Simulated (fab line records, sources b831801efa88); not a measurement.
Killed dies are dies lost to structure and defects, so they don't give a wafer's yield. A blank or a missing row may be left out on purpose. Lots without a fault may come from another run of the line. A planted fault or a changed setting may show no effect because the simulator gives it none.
fab line records | flow sky130
record lots=13 wafers=39 last_day=50
route steps=708 shown NWELL@66 GATE_OXIDE@197 POLY_GATE@205 LDD_N@254
lots that met no fault: from a run of the same line without faults
start_h: hours from the record's first day to the start of the lot's first wafer shown | wait_h: hours since the lot's step before | " the same as in the row above | L1.1+2: a row that stands for several wafers | - no value, or no start given | * or withheld: withheld | < > ~ a bound
route shown NAME@n: a module of which the file shows steps, and the number in the route of the first | usual: mean/standard deviation of fault-free wafers | same: alike in all rows | chamber/n: place in a boat | sites: the reading at each site | _std_site: their standard deviation | _edge_site: outer sites' mean less inner sites' | radius_mm: how far each site lies from the wafer's centre | mask NAME#n: copy n | behind: the tool/chamber that last shaped the wafer | hold: why the lot was held/for how many hours/how that ended | device: the transistor (n, p or np) that didn't switch | end of line: the same wafers' tests at the end of the route | a step without rows: its recipe alone | killed: dies lost to structure and defects at the first sort, not the wafer's yield | map: a wafer's dies, x killed, . not, _ none there
set.NAME: the setting as run; set.NAME@STEP: as run at that earlier step | model.NAME: the simulator's own value behind a step, which no gauge read
steps of the route over a sample of lots; a table a step, a row a wafer
services: from which hour (start_h, from the record's first day; less than 0 if before it) a tool's chamber was out of use, for how many hours, and why
## steps
# step SKY_NWELL_IMPLANT_13
# recipe species=P energy_kev=50 dose_cm2=7e+11 tilt_deg=withheld
# usual dose_ions_cm2=6.998e+11/7.6e+08 faraday_current_uA=3.95/0.069
# same implant_ion_amu=31
# columns lot.wafer tool chamber start_h wait_h dose_ions_cm2 faraday_current_uA
L350.2 implanter-03 0 93.67 0.1 6.999e+11 3.93
L350.3 " 0 " " 6.989e+11 3.89
L350.4 " 0 " " 6.996e+11 4.01
L352.2 implanter-02 0 104.27 0.1 6.994e+11 3.88
L352.5 " 0 " " 6.993e+11 3.95
L352.6 " 0 " " 7.004e+11 4.03
L356.2 implanter-02 0 123.05 0.1 7.005e+11 3.95
L356.3 " 0 " " 7.013e+11 3.84
L356.4 " 0 " " 6.995e+11 3.96
L357.3 implanter-02 0 129.49 0.1 7.008e+11 3.91
L357.4 " 0 " " 6.998e+11 3.95
L357.5 " 0 " " 6.999e+11 4.05
L359.1 implanter-02 0 141.83 0.1 6.986e+11 3.85
L359.2 " 0 " " 6.991e+11 3.91
L359.5 " 0 " " 6.985e+11 4.02
L360.1 implanter-02 0 150.58 0.1 6.993e+11 3.94
L360.3 " 0 " " 7.008e+11 4.03
L360.6 " 0 " " 7.006e+11 4.01
L361.1 implanter-01 0 157.92 0.1 6.999e+11 3.95
L361.2 " 0 " " 7.011e+11 3.95
L361.6 " 0 " " 7e+11 4.00
L363.1 implanter-03 0 166.19 0.1 7.004e+11 3.87
L363.5 " 0 " " 7.004e+11 4.04
L363.6 " 0 " " 7.003e+11 4.00
L365.4 implanter-03 0 181.42 0.1 7e+11 3.93
L365.5 " 0 " " 7.01e+11 3.85
L365.6 " 0 " " 7.006e+11 3.98
L366.1 implanter-02 0 185.28 0.1 7e+11 3.96
L366.2 " 0 " " 6.993e+11 3.98
L366.6 " 0 " " 7.002e+11 4.03
L368.2 implanter-02 0 199.32 0.1 1.0566e+12 6.12
L368.3 " 0 " " 1.0573e+12 6.07
L368.4 " 0 " " 1.0566e+12 6.05
L371.1 implanter-02 0 214.69 0.1 1.0583e+12 5.91
L371.4 " 0 " " 1.0578e+12 5.91
L371.5 " 0 " " 1.0586e+12 5.71
L372.1 implanter-02 0 218.48 0.1 1.0581e+12 6.05
L372.2 " 0 " " 1.0574e+12 5.99
L372.5 " 0 " " 1.0574e+12 6.04
# step SKY_NWELL_RS_MEAS_29
# recipe thk_meas_gauge=four-point-probe
# usual NWELL_RS=623.9/1.8
# columns lot.wafer tool chamber start_h wait_h NWELL_RS[ohm/sq]
L350.2 film_metro-01 - 111.56 0.1 626.6
L350.3 " - " " 626.0
L350.4 " - " " 628.6
L352.2 film_metro-03 - 122.73 0.1 623.0
L352.5 " - " " 622.2
L352.6 " - " " 620.9
L356.2 film_metro-03 - 142.36 0.1 624.9
L356.3 " - " " 623.9
L356.4 " - " " 624.8
L357.3 film_metro-04 - 149.43 0.1 624.8
L357.4 " - " " 623.5
L357.5 " - " " 624.9
L359.1 film_metro-01 - 163.34 0.1 625.7
L359.2 " - " " 627.3
L359.5 " - " " 624.8
L360.1 film_metro-01 - 171.34 0.1 624.1
L360.3 " - " " 623.7
L360.6 " - " " 623.0
L361.1 film_metro-03 - 178.51 0.1 624.9
L361.2 " - " " 625.3
L361.6 " - " " 622.4
L363.1 film_metro-01 - 187.29 0.1 623.3
L363.5 " - " " 620.7
L363.6 " - " " 621.6
L365.4 film_metro-04 - 202.86 0.1 621.8
L365.5 " - " " 625.9
L365.6 " - " " 624.6
L366.1 film_metro-01 - 206.65 0.1 624.9
L366.2 " - " " 623.6
L366.6 " - " " 623.0
L368.2 film_metro-04 - 221.54 0.1 617.0
L368.3 " - " " 617.8
L368.4 " - " " 616.0
L371.1 film_metro-01 - 237.93 0.1 613.2
L371.4 " - " " 613.3
L371.5 " - " " 612.7
L372.1 film_metro-03 - 241.43 0.1 612.1
L372.2 " - " " 613.4
L372.5 " - " " 611.9
# step SKY_GATE_OXIDE_OVL_MEAS_10
# usual GATE_OXIDE_OVL=-0.7/1.3
# columns lot.wafer tool chamber start_h wait_h GATE_OXIDE_OVL[nm]
L350.2 overlay-01 - 315.80 0.1 0.9
L350.3 " - " " 1.3
L350.4 " - " " 1.1
L352.2 overlay-02 - 331.94 0.1 -0.9
L352.5 " - " " 0.1
L352.6 " - " " -0.2
L356.2 overlay-02 - 358.11 0.1 -0.7
L356.3 " - " " -0.8
L356.4 " - " " -2.0
L357.3 overlay-02 - 369.44 0.1 -1.7
L357.4 " - " " -1.7
L357.5 " - " " -0.6
L359.1 overlay-01 - 389.90 0.1 -2.5
L359.2 " - " " -0.3
L359.5 " - " " -1.7
L360.1 overlay-01 - 404.03 0.1 -0.8
L360.3 " - " " 2.3
L360.6 " - " " 0.9
L361.1 overlay-02 - 413.69 0.1 -2.9
L361.2 " - " " -2.3
L361.6 " - " " -2.4
L363.1 overlay-02 - 460.09 0.1 -1.0
L363.5 " - " " -2.1
L363.6 " - " " -1.4
L366.1 overlay-01 - 461.33 0.1 -0.3
L366.2 " - " " -1.3
L366.6 " - " " 0.4
L365.4 overlay-01 - 461.57 0.1 -1.1
L365.5 " - " " -0.5
L365.6 " - " " -1.0
L368.2 overlay-02 - 470.24 0.1 -0.5
L368.3 " - " " 1.3
L368.4 " - " " -0.9
L371.1 overlay-02 - 499.29 0.1 -0.6
L371.4 " - " " -1.3
L371.5 " - " " 0.8
L372.1 overlay-02 - 500.19 0.1 -0.6
L372.2 " - " " -1.5
L372.5 " - " " -0.9
# step SKY_POLY_GATE_THK_MEAS_01
# recipe reads=poly-Si_of_POLY_GATE_CVD_00
# usual POLY_GATE_CVD_00_THK=179.2/1.6
# columns lot.wafer tool chamber start_h wait_h POLY_GATE_CVD_00_THK[nm]
L350.2 film_metro-02 - 321.10 0.0 180.2
L350.3 " - " " 179.9
L350.4 " - " " 179.6
L352.2 film_metro-04 - 336.23 0.0 177.1
L352.5 " - " " 177.1
L352.6 " - " " 176.9
L356.2 film_metro-02 - 362.86 0.0 177.2
L356.3 " - " " 177.6
L356.4 " - " " 180.5
L357.3 film_metro-04 - 378.43 0.0 180.7
L357.4 " - " " 179.6
L357.5 " - " " 178.3
L359.1 film_metro-03 - 395.71 0.0 179.3
L359.2 " - " " 179.9
L359.5 " - " " 180.6
L360.1 film_metro-02 - 407.26 0.0 180.1
L360.3 " - " " 179.2
L360.6 " - " " 180.4
L361.1 film_metro-03 - 418.42 0.0 181.2
L361.2 " - " " 181.6
L361.6 " - " " 181.2
L363.1 film_metro-03 - 463.96 0.0 181.3
L363.5 " - " " 181.3
L363.6 " - " " 181.0
L366.1 film_metro-04 - 466.33 0.0 179.7
L366.2 " - " " 179.0
L366.6 " - " " 179.2
L365.4 film_metro-02 - 466.36 0.0 181.6
L365.5 " - " " 180.8
L365.6 " - " " 181.3
L368.2 film_metro-04 - 474.55 0.0 176.3
L368.3 " - " " 178.3
L368.4 " - " " 177.7
L371.1 film_metro-02 - 502.52 0.0 181.2
L371.4 " - " " 180.4
L371.5 " - " " 180.7
L372.1 film_metro-04 - 503.72 0.0 176.7
L372.2 " - " " 177.7
L372.5 " - " " 176.9
# step SKY_LDD_N_TW_MEAS_17
# usual LDD_N_TW=2551/24
# columns lot.wafer tool chamber start_h wait_h LDD_N_TW
L350.2 film_metro-02 - 413.83 0.1 2576
L350.3 " - " " 2571
L350.4 " - " " 2571
L352.2 film_metro-01 - 426.82 0.1 2524
L352.5 " - " " 2521
L352.6 " - " " 2529
L356.2 film_metro-01 - 456.65 0.1 2508
L356.3 " - " " 2502
L356.4 " - " " 2536
L357.3 film_metro-03 - 472.89 0.1 2564
L357.4 " - " " 2562
L357.5 " - " " 2554
L359.1 film_metro-01 - 492.89 0.1 2515
L359.2 " - " " 2521
L359.5 " - " " 2518
L360.1 film_metro-03 - 505.96 0.1 2578
L360.3 " - " " 2572
L360.6 " - " " 2551
L361.1 film_metro-01 - 515.32 0.1 2538
L361.2 " - " " 2532
L361.6 " - " " 2542
L363.1 film_metro-03 - 558.57 0.1 2551
L363.5 " - " " 2551
L363.6 " - " " 2558
L365.4 film_metro-03 - 561.20 0.1 2560
L365.5 " - " " 2558
L365.6 " - " " 2562
L366.1 film_metro-01 - 563.34 0.1 2516
L366.2 " - " " 2518
L366.6 " - " " 2512
L368.2 film_metro-02 - 568.65 0.1 2570
L368.3 " - " " 2570
L368.4 " - " " 2575
L371.1 film_metro-02 - 614.52 0.1 2576
L371.4 " - " " 2587
L371.5 " - " " 2568
L372.1 film_metro-03 - 614.94 0.1 2553
L372.2 " - " " 2552
L372.5 " - " " 2536
## services
# columns tool chamber start_h hours kind
implanter-03 - 78.07 1.4 repair
implanter-02 - 87.34 3.2 repair
implanter-02 - 176.85 4.9 pm
implanter-03 - 197.32 4.1 pm
implanter-03 - 202.75 4.6 pm
implanter-01 - 213.35 3.1 pm
## key
first_sign step=SKY_NWELL_IMPLANT_13 reading=dose_ions_cm2 direction=up sigmas=99+ usual=* struck=*
effect step=SKY_NWELL_IMPLANT_13 reading=faraday_current_uA direction=up sigmas=29 usual=3.95 struck=5.98
effect step=SKY_NWELL_RS_MEAS_29 reading=NWELL_RS direction=down sigmas=5.5 usual=623.9 struck=614.2
met_at SKY_NWELL_IMPLANT_13
struck_lots L368,L371,L372
tester_left_out L368,L371,L372
not_acting_at SKY_GATE_OXIDE_OVL_MEAS_10,SKY_POLY_GATE_THK_MEAS_01,SKY_LDD_N_TW_MEAS_17
onset_between 185.28 199.32
fault kind=process_parameter_drift tool=implanter-02 chamber=- onset_h=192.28 steps=SKY_NWELL_IMPLANT_13 channel=dose_cm2 offset=* shape=step end_h=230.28 acts_in=* stated=*
# tester_left_out: of these lots the tester's yield and bins aren't shown, on N5 and GAA mostly nor the transistor test; their killed dies are dies lost to structure and defects alone, not to doping, threshold or leakage, so they don't give the yield
